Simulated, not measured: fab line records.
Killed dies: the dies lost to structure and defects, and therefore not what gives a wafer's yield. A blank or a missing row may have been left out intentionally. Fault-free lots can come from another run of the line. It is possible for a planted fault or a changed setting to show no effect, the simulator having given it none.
Chamber matching	flow gf180mcu	3 sister chambers for GF_V4_CVD_02 on pecvd-02
The step deposits SiO2 from TEOS, target thk 850 nm, time 94.851 s. 6 wafers are shown with their chamber, then 7 later ones without.

== WAFERS WITH THEIR CHAMBER ==
wafer	chamber	heaterPowerW (W)
L408.2	0	599
L408.3	0	467
L413.4	2	548
L413.5	1	621
L416.4	2	663
L416.5	1	606

== WAFERS WITHOUT THEIR CHAMBER ==
wafer	heaterPowerW (W)
L416.6	543
L420.4	616
L420.5	552
L420.6	551
L421.1	597
L421.3	563
L421.4	602

== WHICH CHAMBER EACH WENT THROUGH ==
wafer	from the rows above	in truth
L416.6	can't be placed: 0 or 2 or 1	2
L420.4	can't be placed: 1 or 2 or 0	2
L420.5	can't be placed: 0 or 2 or 1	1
L420.6	can't be placed: 0 or 2 or 1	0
L421.1	can't be placed: 2 or 1 or 0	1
L421.3	can't be placed: 0 or 2 or 1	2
L421.4	can't be placed: 2 or 1 or 0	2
0 of 7 placed correctly. From these rows, 7 cannot be placed; in 7 the true chamber is one of the candidates. Wrongly placed: 0.
How it was worked out, from the rows above alone: a wafer's distance from a chamber is the root of the sum, over the readings, of the square of ((its reading less the chamber's mean) divided by the reading's scatter). If the next closest chamber is less than 2 further off than the closest, the wafer can't be placed; otherwise it belongs to the closest. Each chamber's mean is taken over the wafers shown for it. The scatter: take each reading less its chamber's mean, square it, sum over the shown wafers, divide by the number of wafers less the number of chambers, and take the root.
